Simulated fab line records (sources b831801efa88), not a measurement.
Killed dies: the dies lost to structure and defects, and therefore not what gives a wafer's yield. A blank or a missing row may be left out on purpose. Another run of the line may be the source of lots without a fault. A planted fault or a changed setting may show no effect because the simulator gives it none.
Which tool did it? || flow gf180mcu || 14 lots with 42 wafers sampled at 4 steps, on a route of 602 steps

## WHAT THE GAUGES SHOWED, per wafer
GF_V5_BOW_MEAS_05. Usual: V5_BOW typically reads 133 um, with standard deviation 8.9.
{"lot": "L373", "measured": "day 26 10:29", "on": "filmMetro-02", "V5_BOW (um)": "126 130 127", "flag": ""}
{"lot": "L375", "measured": "day 27 01:56", "on": "filmMetro-04", "V5_BOW (um)": "121 129 134", "flag": ""}
{"lot": "L376", "measured": "day 27 12:38", "on": "filmMetro-02", "V5_BOW (um)": "137 142 134", "flag": ""}
{"lot": "L383", "measured": "day 29 13:24", "on": "filmMetro-04", "V5_BOW (um)": "117 119 132", "flag": ""}
{"lot": "L385", "measured": "day 30 06:34", "on": "filmMetro-02", "V5_BOW (um)": "132 139 140", "flag": ""}
{"lot": "L387", "measured": "day 30 16:28", "on": "filmMetro-04", "V5_BOW (um)": "135 118 128", "flag": ""}
{"lot": "L388", "measured": "day 31 00:11", "on": "filmMetro-02", "V5_BOW (um)": "142 138 138", "flag": ""}
{"lot": "L389", "measured": "day 31 05:18", "on": "filmMetro-04", "V5_BOW (um)": "152 129 137", "flag": ""}
{"lot": "L390", "measured": "day 31 14:02", "on": "filmMetro-02", "V5_BOW (um)": "145 149 144", "flag": ""}
{"lot": "L392", "measured": "day 31 21:38", "on": "filmMetro-02", "V5_BOW (um)": "141 134 129", "flag": ""}
{"lot": "L393", "measured": "day 32 02:36", "on": "filmMetro-04", "V5_BOW (um)": "134 133 126", "flag": ""}
{"lot": "L394", "measured": "day 32 07:44", "on": "filmMetro-04", "V5_BOW (um)": "131 128 125", "flag": ""}
{"lot": "L395", "measured": "day 32 12:53", "on": "filmMetro-02", "V5_BOW (um)": "139 139 132", "flag": ""}
{"lot": "L396", "measured": "day 32 22:02", "on": "filmMetro-04", "V5_BOW (um)": "136 134 142", "flag": ""}

GF_V5_CD_MEAS_14 targets a cd of 260 nm. Usual: cdNm at 260.2 nm, with a standard deviation of 1.2.
{"lot": "L373", "measured": "day 27 06:04", "on": "cdSem-01", "cdNm (nm)": "260.3 259.6 260.2", "flag": ""}
{"lot": "L375", "measured": "day 27 21:47", "on": "cdSem-01", "cdNm (nm)": "258.2 259.3 260.0", "flag": ""}
{"lot": "L376", "measured": "day 28 08:28", "on": "cdSem-01", "cdNm (nm)": "259.5 261.2 260.4", "flag": ""}
{"lot": "L383", "measured": "day 30 07:54", "on": "cdSem-02", "cdNm (nm)": "258.6 259.9 259.9", "flag": ""}
{"lot": "L385", "measured": "day 31 00:12", "on": "cdSem-02", "cdNm (nm)": "262.5 261.2 261.1", "flag": ""}
{"lot": "L387", "measured": "day 31 10:12", "on": "cdSem-01", "cdNm (nm)": "261.5 262.0 262.7", "flag": ""}
{"lot": "L388", "measured": "day 31 17:49", "on": "cdSem-01", "cdNm (nm)": "262.8 262.3 262.1", "flag": ""}
{"lot": "L389", "measured": "day 31 22:16", "on": "cdSem-02", "cdNm (nm)": "260.9 260.9 261.4", "flag": ""}
{"lot": "L390", "measured": "day 32 07:02", "on": "cdSem-02", "cdNm (nm)": "259.8 258.9 260.2", "flag": ""}
{"lot": "L392", "measured": "day 32 14:44", "on": "cdSem-01", "cdNm (nm)": "260.5 260.4 261.5", "flag": ""}
{"lot": "L393", "measured": "day 32 18:25", "on": "cdSem-01", "cdNm (nm)": "260.0 260.4 260.1", "flag": ""}
{"lot": "L394", "measured": "day 32 23:55", "on": "cdSem-01", "cdNm (nm)": "262.2 263.0 263.2", "flag": ""}
{"lot": "L395", "measured": "day 33 04:59", "on": "cdSem-02", "cdNm (nm)": "259.6 259.3 257.9", "flag": ""}
{"lot": "L396", "measured": "day 33 13:58", "on": "cdSem-02", "cdNm (nm)": "259.5 258.6 259.2", "flag": ""}

## WHICH TOOL RAN EACH LOT (tool, then ch and the chambers of the sampled wafers, then the start)
{"lot": "L373", "GF_HV_LDD_SOFTBAKE_27": "lithoTrack-01 ch 0, day 11 06:42", "GF_V5_CMP_04": "cmp-02 ch 0,2, day 26 10:13"}
{"lot": "L375", "GF_HV_LDD_SOFTBAKE_27": "lithoTrack-04 ch 0, day 11 22:44", "GF_V5_CMP_04": "cmp-01 ch 2,3, day 27 01:39"}
{"lot": "L376", "GF_HV_LDD_SOFTBAKE_27": "lithoTrack-01 ch 0, day 12 07:39", "GF_V5_CMP_04": "cmp-02 ch 0,2,3, day 27 12:25"}
{"lot": "L383", "GF_HV_LDD_SOFTBAKE_27": "lithoTrack-01 ch 0, day 14 08:10", "GF_V5_CMP_04": "cmp-02 ch 0,2, day 29 13:09"}
{"lot": "L385", "GF_HV_LDD_SOFTBAKE_27": "lithoTrack-01 ch 0, day 15 01:34", "GF_V5_CMP_04": "cmp-02 ch 0,2, day 30 06:15"}
{"lot": "L387", "GF_HV_LDD_SOFTBAKE_27": "lithoTrack-04 ch 0, day 15 13:35", "GF_V5_CMP_04": "cmp-01 ch 2,3, day 30 16:10"}
{"lot": "L388", "GF_HV_LDD_SOFTBAKE_27": "lithoTrack-02 ch 0, day 16 04:25", "GF_V5_CMP_04": "cmp-02 ch 0,1,3, day 30 23:52"}
{"lot": "L389", "GF_HV_LDD_SOFTBAKE_27": "lithoTrack-02 ch 0, day 16 07:39", "GF_V5_CMP_04": "cmp-01 ch 2,3, day 31 05:00"}
{"lot": "L390", "GF_HV_LDD_SOFTBAKE_27": "lithoTrack-02 ch 0, day 16 18:24", "GF_V5_CMP_04": "cmp-01 ch 0,1, day 31 13:45"}
{"lot": "L392", "GF_HV_LDD_SOFTBAKE_27": "lithoTrack-02 ch 0, day 17 04:42", "GF_V5_CMP_04": "cmp-02 ch 2,3, day 31 21:20"}
{"lot": "L393", "GF_HV_LDD_SOFTBAKE_27": "lithoTrack-02 ch 0, day 17 10:57", "GF_V5_CMP_04": "cmp-02 ch 0,1,3, day 32 02:16"}
{"lot": "L394", "GF_HV_LDD_SOFTBAKE_27": "lithoTrack-04 ch 0, day 17 16:17", "GF_V5_CMP_04": "cmp-02 ch 1,2, day 32 07:27"}
{"lot": "L395", "GF_HV_LDD_SOFTBAKE_27": "lithoTrack-04 ch 0, day 18 01:33", "GF_V5_CMP_04": "cmp-02 ch 1,2,3, day 32 12:37"}
{"lot": "L396", "GF_HV_LDD_SOFTBAKE_27": "lithoTrack-01 ch 0, day 18 12:20", "GF_V5_CMP_04": "cmp-01 ch 0,2,3, day 32 21:46"}
- GF_HV_LDD_SOFTBAKE_27: time 60 s.
- GF_V5_CMP_04: polishes SiO2.

## WHAT THE TOOLS THEMSELVES READ (means of the sampled wafers that have a number; where no wafer has one, the mark that the record gives instead)
GF_HV_LDD_SOFTBAKE_27. Usual: runLengthS at 89.27 s, with a standard deviation of 0.29.
{"lot": "L373", "tool": "lithoTrack-01", "runLengthS (s)": 89.63, "flag": ""}
{"lot": "L375", "tool": "lithoTrack-04", "runLengthS (s)": 88.83, "flag": ""}
{"lot": "L376", "tool": "lithoTrack-01", "runLengthS (s)": 89.50, "flag": ""}
{"lot": "L383", "tool": "lithoTrack-01", "runLengthS (s)": 93.69, "flag": "OFF"}
{"lot": "L385", "tool": "lithoTrack-01", "runLengthS (s)": 93.80, "flag": "OFF"}
{"lot": "L387", "tool": "lithoTrack-04", "runLengthS (s)": 88.95, "flag": ""}
{"lot": "L388", "tool": "lithoTrack-02", "runLengthS (s)": 89.36, "flag": ""}
{"lot": "L389", "tool": "lithoTrack-02", "runLengthS (s)": 89.35, "flag": ""}
{"lot": "L390", "tool": "lithoTrack-02", "runLengthS (s)": 89.12, "flag": ""}
{"lot": "L392", "tool": "lithoTrack-02", "runLengthS (s)": 89.18, "flag": ""}
{"lot": "L393", "tool": "lithoTrack-02", "runLengthS (s)": 89.27, "flag": ""}
{"lot": "L394", "tool": "lithoTrack-04", "runLengthS (s)": 89.01, "flag": ""}
{"lot": "L395", "tool": "lithoTrack-04", "runLengthS (s)": 88.97, "flag": ""}
{"lot": "L396", "tool": "lithoTrack-01", "runLengthS (s)": 89.56, "flag": ""}

GF_V5_CMP_04. Usual: motorCurrentA at 12.2 A, with a standard deviation of 0.98.
{"lot": "L373", "tool": "cmp-02", "motorCurrentA (A)": 12.7, "flag": ""}
{"lot": "L375", "tool": "cmp-01", "motorCurrentA (A)": 11.0, "flag": ""}
{"lot": "L376", "tool": "cmp-02", "motorCurrentA (A)": 12.7, "flag": ""}
{"lot": "L383", "tool": "cmp-02", "motorCurrentA (A)": 12.8, "flag": ""}
{"lot": "L385", "tool": "cmp-02", "motorCurrentA (A)": 13.1, "flag": ""}
{"lot": "L387", "tool": "cmp-01", "motorCurrentA (A)": 11.5, "flag": ""}
{"lot": "L388", "tool": "cmp-02", "motorCurrentA (A)": 13.3, "flag": ""}
{"lot": "L389", "tool": "cmp-01", "motorCurrentA (A)": 11.2, "flag": ""}
{"lot": "L390", "tool": "cmp-01", "motorCurrentA (A)": 12.1, "flag": ""}
{"lot": "L392", "tool": "cmp-02", "motorCurrentA (A)": 12.5, "flag": ""}
{"lot": "L393", "tool": "cmp-02", "motorCurrentA (A)": 12.8, "flag": ""}
{"lot": "L394", "tool": "cmp-02", "motorCurrentA (A)": 12.9, "flag": ""}
{"lot": "L395", "tool": "cmp-02", "motorCurrentA (A)": 12.8, "flag": ""}
{"lot": "L396", "tool": "cmp-01", "motorCurrentA (A)": 11.2, "flag": ""}

## THE ANSWER, worked out from the rows above alone
Rule: a lot is off if the mean of its wafers that have a number lies more than 3 standard deviations from the usual mean. A lot without any number at a reading at which 4 lots or more have one is off too. Any other lot the step has rows for is counted as sound. After the gauges, taken in route order, come the tools' own readings; for these a lot's mean is taken, as printed above. The first step at which some lot is off is used, and at that step the reading that is off furthest; a lot without a number counts as furthest.
Off: L383, L385 (GF_HV_LDD_SOFTBAKE_27, runLengthS).
A tool fits if, at that step or a process step before it, it ran every lot that is off, and no sound lot after the first of them. Not one of the candidates tried fits.

## WHAT THE SIMULATOR PUT IN
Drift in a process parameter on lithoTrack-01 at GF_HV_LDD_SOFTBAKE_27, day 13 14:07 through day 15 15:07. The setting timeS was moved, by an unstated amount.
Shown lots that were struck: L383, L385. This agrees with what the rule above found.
